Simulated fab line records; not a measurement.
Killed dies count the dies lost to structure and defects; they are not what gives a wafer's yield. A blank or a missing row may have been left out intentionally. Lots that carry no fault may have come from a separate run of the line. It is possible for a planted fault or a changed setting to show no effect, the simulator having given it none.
fab line records    flow sky130
record lots=7  wafers=21  last_day=49
route steps=708 shown FIELD_ISO@1
lots with no fault: from the same line, run without faults
start_h: start of the lot's first displayed wafer, in hours after the record's first day    wait_h: how many hours have passed since the lot's step before this one    " unchanged from the row above    L1.1+2: a row that stands for several wafers    - no value, or no start given    * or withheld: withheld    < > ~ a bound
route shown NAME@n: names a module that has steps shown in the file, with the first one's number in the route    usual: average and standard deviation across the fault-free wafers    same: alike in all rows    chamber/n: place in a boat    sites: per-site readings    _std_site: standard deviation across them    _edge_site: the outer-site mean with the inner-site mean subtracted    radius_mm: for every site, how far away it sits from the centre of the wafer    mask NAME#n: copy n    behind: the last tool/chamber to shape the wafer    hold: why the lot went on hold/how many hours it stayed there/how the hold came to an end    device: whichever transistor did not switch (one of n, p or np)    end of line: the same wafers' tests at the end of the route    a step given without rows: its recipe and nothing more    killed: count of dies lost to structure and defects at first sort (not the wafer's yield)    map: dies across one wafer; x = killed, . = not, _ = none there
set.NAME: the setting as run; set.NAME@STEP: as run at that earlier step    model.NAME: the simulator's own value behind a step, which no gauge read
certain route steps with their lots: each step a table, each wafer a row
## steps
# step SKY_FIELD_ISO_BOW_MEAS_00
# recipe mode=bow
# usual INCOMING_BOW=1/5.9
lot.wafer  tool           chamber  start_h  wait_h  INCOMING_BOW[um]
L829.2     film_metro-03  -        25.02    -       -1
L829.3     "              -        "        "       -2
L829.4     "              -        "        "       7
L830.4     film_metro-04  -        30.06    -       3
L830.5     "              -        "        "       -10
L830.6     "              -        "        "       -1
L831.1     film_metro-03  -        35.00    -       -5
L831.3     "              -        "        "       5
L831.4     "              -        "        "       8
L832.2     film_metro-03  -        40.02    -       3
L832.5     "              -        "        "       11
L832.6     "              -        "        "       8
L833.2     film_metro-03  -        45.02    -       -6
L833.5     "              -        "        "       10
L833.6     "              -        "        "       4
L840.2     film_metro-01  -        80.02    -       13
L840.3     "              -        "        "       3
L840.6     "              -        "        "       7
L843.2     film_metro-04  -        95.02    -       5
L843.4     "              -        "        "       -1
L843.6     "              -        "        "       -1
# step SKY_FIELD_ISO_OXIDATION_01
# recipe temp_c=900  ambient=O2  stabilise_s=600  purge_s=300  target_thk_a=120  ox_time_s=1843
# step SKY_FIELD_ISO_THK_MEAS_02
# recipe reads=SiO2_of_FIELD_ISO_OXIDATION_01
# usual FIELD_ISO_OXIDATION_00_THK=12.09/0.18
lot.wafer  tool           chamber  start_h  wait_h  FIELD_ISO_OXIDATION_00_THK[nm]
L829.2     film_metro-04  -        27.46    0.0     12.21
L829.3     "              -        "        "       12.34
L829.4     "              -        "        "       12.04
L830.4     film_metro-03  -        31.84    0.0     12.28
L830.5     "              -        "        "       12.48
L830.6     "              -        "        "       12.30
L831.1     film_metro-01  -        39.27    0.0     11.84
L831.3     "              -        "        "       11.87
L831.4     "              -        "        "       12.08
L832.2     film_metro-03  -        44.04    0.0     12.14
L832.5     "              -        "        "       12.20
L832.6     "              -        "        "       12.04
L833.2     film_metro-01  -        47.46    0.0     11.98
L833.5     "              -        "        "       12.10
L833.6     "              -        "        "       12.09
L840.2     film_metro-01  -        82.90    0.0     12.16
L840.3     "              -        "        "       12.30
L840.6     "              -        "        "       12.16
L843.2     film_metro-03  -        96.82    0.0     11.86
L843.4     "              -        "        "       11.67
L843.6     "              -        "        "       11.84
# step SKY_FIELD_ISO_CVD_03
# recipe material=Si3N4  precursor=DCS/NH3  target_thk_nm=165  temp_c=770  time_s=2830  pressure_mtorr=253.9
# step SKY_FIELD_ISO_THK_MEAS_04
# recipe reads=Si3N4_of_FIELD_ISO_CVD_03
# usual FIELD_ISO_CVD_03_THK=166.0/1.2
lot.wafer  tool           chamber  start_h  wait_h  FIELD_ISO_CVD_03_THK[nm]
L829.2     film_metro-03  -        29.36    0.1     166.0
L829.3     "              -        "        "       166.5
L829.4     "              -        "        "       165.5
L830.4     film_metro-04  -        33.69    0.0     166.8
L830.5     "              -        "        "       167.9
L830.6     "              -        "        "       168.2
L831.1     film_metro-03  -        57.78    0.0     167.9
L831.3     "              -        "        "       166.7
L831.4     "              -        "        "       166.4
L832.2     film_metro-01  -        57.79    0.0     166.7
L832.5     "              -        "        "       166.7
L832.6     "              -        "        "       166.6
L833.2     film_metro-04  -        57.79    0.0     166.0
L833.5     "              -        "        "       165.9
L833.6     "              -        "        "       166.0
L840.2     film_metro-03  -        85.63    0.0     165.2
L840.3     "              -        "        "       165.2
L840.6     "              -        "        "       164.8
L843.2     film_metro-04  -        98.66    0.0     165.4
L843.4     "              -        "        "       165.0
L843.6     "              -        "        "       166.7
# step SKY_FIELD_ISO_DEHYDRATE_05
# recipe temp_c=200  time_s=60
# step SKY_FIELD_ISO_HMDS_06
# recipe prime_time_s=60  prime_temp_c=120
# step SKY_FIELD_ISO_COAT_07
# recipe resist=BARC  temp_c=withheld  time_s=withheld  spin_rpm=3000  resist_thk_nm=60
# step SKY_FIELD_ISO_COAT_08
# recipe resist=KrF-thick  spin_rpm=3000  resist_thk_nm=450
# step SKY_FIELD_ISO_SOFTBAKE_09
# recipe temp_c=100  time_s=90  resist=KrF-thick
# step SKY_FIELD_ISO_EXPOSE_10
# recipe mask_id=FOM  na=0.68  source_shape=annular  sigma_inner=0.4  sigma_outer=0.8  target_cd_nm=150  dose_mj=28
# step SKY_FIELD_ISO_PEB_11
# recipe peb_temp_c=withheld  peb_time_s=withheld  resist=KrF-thick
# step SKY_FIELD_ISO_DEVELOP_12
# recipe develop_time_s=60  resist=KrF-thick  dev_temp_c=21
# usual chill_plate_temp_C=22.98/0.095  develop_time_s=60/0  exhaust_pa=45.0/0.96  resist_line_temp_C=22.98/0.11
lot.wafer  tool            chamber  start_h  wait_h  chill_plate_temp_C  develop_time_s  exhaust_pa  resist_line_temp_C  model.KrF-thick_of_FIELD_ISO_COAT_08.thk_nm
L829.2     litho_track-01  0        43       -       23.08               60              46.1        23.14               437.2
L829.3     "               0        "        "       23.01               60              46.1        23.06               438.1
L829.4     "               0        "        "       22.90               60              45.5        23.08               437
L830.4     litho_track-02  0        47       -       22.92               60              44.5        23.12               438.2
L830.5     "               0        48       -       23.09               60              45.8        22.96               436.7
L830.6     "               0        "        "       23.03               60              45.4        22.93               437
L831.1     litho_track-01  -        73       -       -                   -               -           -                   449.8
L831.3     "               -        "        "       -                   -               -           -                   452
L831.4     "               -        "        "       -                   -               -           -                   450.4
L833.2     litho_track-01  -        73       -       -                   -               -           -                   452.4
L833.5     "               -        "        "       -                   -               -           -                   452.7
L833.6     "               -        "        "       -                   -               -           -                   452
L832.2     litho_track-02  -        74       -       -                   -               -           -                   453.5
L832.5     "               -        "        "       -                   -               -           -                   452.7
L832.6     "               -        "        "       -                   -               -           -                   452.9
L840.2     litho_track-02  0        101      -       22.89               60              44.0        22.99               435.4
L840.3     "               0        "        "       23.05               60              43.8        22.98               434.2
L840.6     "               0        102      -       22.95               60              42.7        22.93               435.7
L843.2     litho_track-01  0        115      -       22.97               60              42.9        22.98               438.1
L843.4     "               0        116      -       22.93               60              44.8        22.91               435.1
L843.6     "               0        "        "       22.97               60              43.7        23.21               435.5
# step SKY_FIELD_ISO_CD_MEAS_13
# recipe target_cd_nm=150
# usual cd_nm=150.1/1.6
lot.wafer  tool       chamber  start_h  wait_h  cd_nm
L829.2     cd_sem-02  -        43.83    -       149.2
L829.3     "          -        "        "       150.1
L829.4     "          -        "        "       149.6
L830.4     cd_sem-02  -        48.11    -       151.2
L830.5     "          -        "        "       152.6
L830.6     "          -        "        "       151.3
L831.1     cd_sem-02  -        73.36    -       -
L831.3     "          -        "        "       -
L831.4     "          -        "        "       -
L833.2     cd_sem-01  -        74.03    -       -
L833.5     "          -        "        "       -
L833.6     "          -        "        "       -
L832.2     cd_sem-02  -        74.37    -       -
L832.5     "          -        "        "       -
L832.6     "          -        "        "       -
L840.2     cd_sem-01  -        102.07   -       148.2
L840.3     "          -        "        "       148.6
L840.6     "          -        "        "       149.7
L843.2     cd_sem-01  -        116.13   -       150.3
L843.4     "          -        "        "       151.0
L843.6     "          -        "        "       150.7
## key
first_sign step=SKY_FIELD_ISO_DEVELOP_12  reading=tool_record  direction=missing
effect none on later readings
model_effect step=SKY_FIELD_ISO_DEVELOP_12  value=KrF-thick_of_FIELD_ISO_COAT_08.thk_nm  without=438  struck=452
met_at SKY_FIELD_ISO_DEVELOP_12
struck_wafers L831.1,L831.3,L831.4,L832.2,L832.5,L832.6,L833.2,L833.5,L833.6
later_rows_left_out L831.1,L831.3,L831.4,L832.2,L832.5,L832.6,L833.2,L833.5,L833.6
sort_left_out L831.1,L831.3,L831.4,L832.2,L832.5,L832.6,L833.2,L833.5,L833.6
tester_left_out L831,L832,L833
onset_between 47 73
fault kind=skipped_step_whole  tool=litho_track-01,litho_track-02  chamber=-  onset_h=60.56  steps=SKY_FIELD_ISO_DEVELOP_12  scope=struck_lots_only
# tester_left_out: of these lots the tester's yield and bins aren't shown, on N5 and GAA mostly nor the transistor test; their killed dies are dies lost to structure and defects alone, not to doping, threshold or leakage, so they don't give the yield
# sort_left_out: the simulated sort isn't trusted on such a fault, so these wafers' sort isn't shown, and their yield isn't known
# later_rows_left_out: the simulator's readings of these wafers behind a module that went badly wrong aren't trusted and aren't shown, but for the sort
